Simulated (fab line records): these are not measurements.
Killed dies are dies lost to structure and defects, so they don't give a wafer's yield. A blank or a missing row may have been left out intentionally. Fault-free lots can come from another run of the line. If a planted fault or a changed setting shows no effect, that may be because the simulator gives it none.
Problem report in the 8D (eight disciplines) form, filled by code    flow sky130    the parts of the form that need people (team, actions taken, sign-off) are left out

1. PROBLEM STATEMENT
At SKY_LDD_LDN_IMPLANT_09, beam_energy_keV averages 16.608 over 6 wafers from 2 lots, while fault-free wafers read 15.001, standard deviation 0.0044. So: +99 or more standard deviations from the usual mean.
Earliest sighting: wafer L753.1 on implanter-03 at day 31 02:03. The record holds 18 wafers of 6 lots with a number at this step. Rule for "out" (also "out of limits"): further than 4 standard deviations from the usual mean. The other wafers with a number count as sound.

2. WHAT THIS IS AND IS NOT
question                     is                      is not
which readings at this step  beam_energy_keV         -
which lots                   L753, L754              L735, L737, L750, L757
which wafers of those lots   all that have a number  -
read on which tools          implanter-03            implanter-04
when                         from day 31 02:03       up to then (9 sound wafers); but 3 sound wafers of L757 came after

3. THE SUSPECTS, EACH WITH WHAT RULES IT OUT
Counting: a tool at any process step up to the reading remains a suspect when it ran all the lots that are out and ran no sound lot after the first of those.
- implanter-03 at SKY_LDD_LDN_IMPLANT_09: kept. All lots that are out passed through it, beginning with L753 at day 31 02:03, and no sound lot followed; its final sound lot before that point was L750 at day 28 06:06. Out on those wafers are its own readings of beam_energy_keV.
Remaining after the count: implanter-03 at SKY_LDD_LDN_IMPLANT_09.

4. THE CAUSE (what the simulator had put in)
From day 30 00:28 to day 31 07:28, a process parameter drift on implanter-03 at SKY_LDD_LDN_IMPLANT_09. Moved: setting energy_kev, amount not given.
This tool alone remained once counting was done.

5. THE CHAIN OF EFFECTS, in route order
One row per reading whose mean, taken over the struck wafers that have a number, lies over 3 standard deviations from the usual. Readings are gone through only where the record gives a usual standard deviation; hours: the median, over the lots, of the time from a lot's start at the first step in this table giving one to that lot's start at this step; sigmas: the change measured in usual standard deviations.
hours  step                    reading          usual   on struck wafers  change  sigmas
0      SKY_LDD_LDN_IMPLANT_09  beam_energy_keV  15.001  16.608            +1.607  +99 or more
Here are the process steps it includes:
- SKY_LDD_LDN_IMPLANT_09

6. HOW IT WOULD HAVE BEEN CAUGHT EARLIER
In this record the first reading out of limits was taken at day 31 02:03, 26 hours after the fault began at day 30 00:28.
